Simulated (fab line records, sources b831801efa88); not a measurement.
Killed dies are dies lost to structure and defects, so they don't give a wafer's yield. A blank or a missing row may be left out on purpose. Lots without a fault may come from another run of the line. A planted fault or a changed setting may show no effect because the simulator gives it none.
Chamber matching | flow gf180mcu | GF_V3_CMP_26 on cmp-02: 4 sister chambers
The step polishes, stops on SiO2, t overpolish 15 s, target thk 0 nm. 4 wafers are shown with their chamber, then 7 later ones without.

WAFERS WITH THEIR CHAMBER
wafer  | chamber | motor_current_A (A)
L131.5 | 1       | 11.8
L136.6 | 2       | 11.3
L141.1 | 0       | 14.4
L141.2 | 3       | 13.8

WAFERS WITHOUT THEIR CHAMBER
wafer  | motor_current_A (A)
L141.4 | 10.9
L143.3 | 14.3
L143.4 | 13.9
L143.5 | 10.7
L144.1 | 11.6
L144.5 | 11.6
L144.6 | 14.3

WHICH CHAMBER EACH WENT THROUGH
wafer  | from the rows above     | in truth
L141.4 | can't be placed: 2 or 1 | 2
L143.3 | can't be placed: 0 or 3 | 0
L143.4 | can't be placed: 3 or 0 | 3
L143.5 | can't be placed: 2 or 1 | 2
L144.1 | can't be placed: 1 or 2 | 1
L144.5 | can't be placed: 1 or 2 | 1
L144.6 | can't be placed: 0 or 3 | 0
Placed correctly: 0 of 7. Can't be placed from these rows: 7 (the true chamber is among the candidates in 7). Placed wrongly: 0.
How it was worked out, from the rows above alone: a wafer's distance from a chamber is the root of the sum, over the readings, of the square of ((its reading less the chamber's mean) divided by the reading's scatter). The wafer belongs to the nearest chamber; if the next one is less than 2 further off, it can't be placed. A chamber's mean is the mean of its shown wafers. The scatter: with one shown wafer a chamber, the root of the mean of the squares of how far each hidden wafer lies from its nearest shown one.
